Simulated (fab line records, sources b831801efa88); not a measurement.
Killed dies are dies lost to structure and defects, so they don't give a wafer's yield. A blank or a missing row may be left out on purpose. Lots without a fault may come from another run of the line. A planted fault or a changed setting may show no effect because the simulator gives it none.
Which tool did it? | flow sky130 | 7 lots, 21 wafers sampled, at 2 steps of a route of 708

WHAT THE GAUGES READ, wafer by wafer
SKY_LDD_P_TW_MEAS_11.
lot  | measured     | on            | LDD_P_TW
L768 | day 19 05:52 | film_metro-01 | 634 629 631
L770 | day 20 17:43 | film_metro-04 | 637 642 639
L774 | day 21 13:40 | film_metro-02 | 646 649 650
L776 | day 23 02:20 | film_metro-02 | 645 641 643
L781 | day 24 09:29 | film_metro-02 | 646 645 645
L784 | day 25 07:40 | film_metro-04 | 640 646 638
L790 | day 27 04:11 | film_metro-02 | 801 801 806 800 802 798

WHICH TOOL RAN EACH LOT (tool, then ch and the chambers of the sampled wafers, then the start)
lot  | SKY_LDD_P_IMPLANT_09
L768 | implanter-02 ch 0, day 19 05:37
L770 | implanter-04 ch 0, day 20 17:28
L774 | implanter-03 ch 0, day 21 13:25
L776 | implanter-02 ch 0, day 23 02:07
L781 | implanter-03 ch 0, day 24 09:16
L784 | implanter-03 ch 0, day 25 07:25
L790 | implanter-04 ch 0, day 27 03:37
- SKY_LDD_P_IMPLANT_09

THE ANSWER, worked out from the rows above alone
Rule: what is usual is taken from the lots themselves. Put in order of their means at a reading, lots are off if they are a third of the lots or fewer, leave a main group of 4 or more, and stand apart from it by a gap of 3 or more times the standard deviation of the main group's means; of several such gaps the widest counts. A main group whose means are all the same, to the digits that the tables above print for the reading, isn't used. A lot without any number at a reading at which 4 lots or more have one is off too. The other lots that the step has rows for count as sound.
Off: L790, at SKY_LDD_P_TW_MEAS_11 (LDD_P_TW). The main group: mean 641, standard deviation 5.3.
A tool fits if, at a process step before that reading, it ran every lot that is off, and no sound lot after the first of them. The gauges at SKY_LDD_P_TW_MEAS_11 are tried like those tools. Can't be told from this: 2 tools fit, implanter-04 at SKY_LDD_P_IMPLANT_09, film_metro-02 at SKY_LDD_P_TW_MEAS_11.

WHAT THE SIMULATOR HAD PUT IN
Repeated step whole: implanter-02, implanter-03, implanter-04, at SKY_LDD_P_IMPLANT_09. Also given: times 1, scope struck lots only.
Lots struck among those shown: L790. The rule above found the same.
